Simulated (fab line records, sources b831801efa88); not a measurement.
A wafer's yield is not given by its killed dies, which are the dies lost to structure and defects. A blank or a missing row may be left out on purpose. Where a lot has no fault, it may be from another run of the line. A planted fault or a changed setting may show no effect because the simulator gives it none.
Chamber matching    flow sky130    SKY_VIA3_HDPCVD_00 on hdpcvd-02: 3 sister chambers
The step deposits SiO2, target thk 1635 nm, time 272.5 s. 14 wafers are shown with their chamber, then 7 later ones without.

WAFERS, EACH WITH ITS CHAMBER
wafer   chamber  runLengthS (s)
L898.1  0        301.5
L898.5  1        301.2
L898.6  2        299.8
L899.4  0        301.1
L899.5  1        301.4
L899.6  2        299.7
L900.4  2        299.8
L900.5  0        301.7
L900.6  1        300.8
L901.3  1        301.7
L901.5  1        301.0
L901.6  2        300.4
L902.1  1        300.9
L902.2  0        300.9

SIGNATURES (means of the wafers above)
reading     chamber 0  chamber 1  chamber 2  scatter within a chamber
runLengthS  301.300    301.167    299.925    0.341
Rule: a wafer's distance from a chamber is the root of the sum, over the readings, of the square of ((its reading less the chamber's mean) divided by the reading's scatter). The wafer belongs to the nearest chamber; if the next one is less than 2 further off, it can't be placed. The scatter: take each reading less its chamber's mean, square it, sum over the shown wafers, divide by the number of wafers less the number of chambers, and take the root.

WAFERS WITHOUT THEIR CHAMBER
wafer   runLengthS (s)
L902.5  299.7
L903.3  301.6
L903.4  301.9
L903.5  300.7
L909.3  300.8
L911.4  300.1
L911.5  301.2

THE CHAMBER EACH PASSED THROUGH
wafer   from the rows above           in truth
L902.5  2                             2
L903.3  can't be placed: 0 or 1       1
L903.4  can't be placed: 0 or 1       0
L903.5  can't be placed: 1 or 0 or 2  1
L909.3  can't be placed: 1 or 0 or 2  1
L911.4  2                             2
L911.5  can't be placed: 1 or 0       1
2 of 7 placed correctly. Unplaceable from these rows: 5, with the true chamber sitting among the candidates in 5. Wrongly placed: 0.
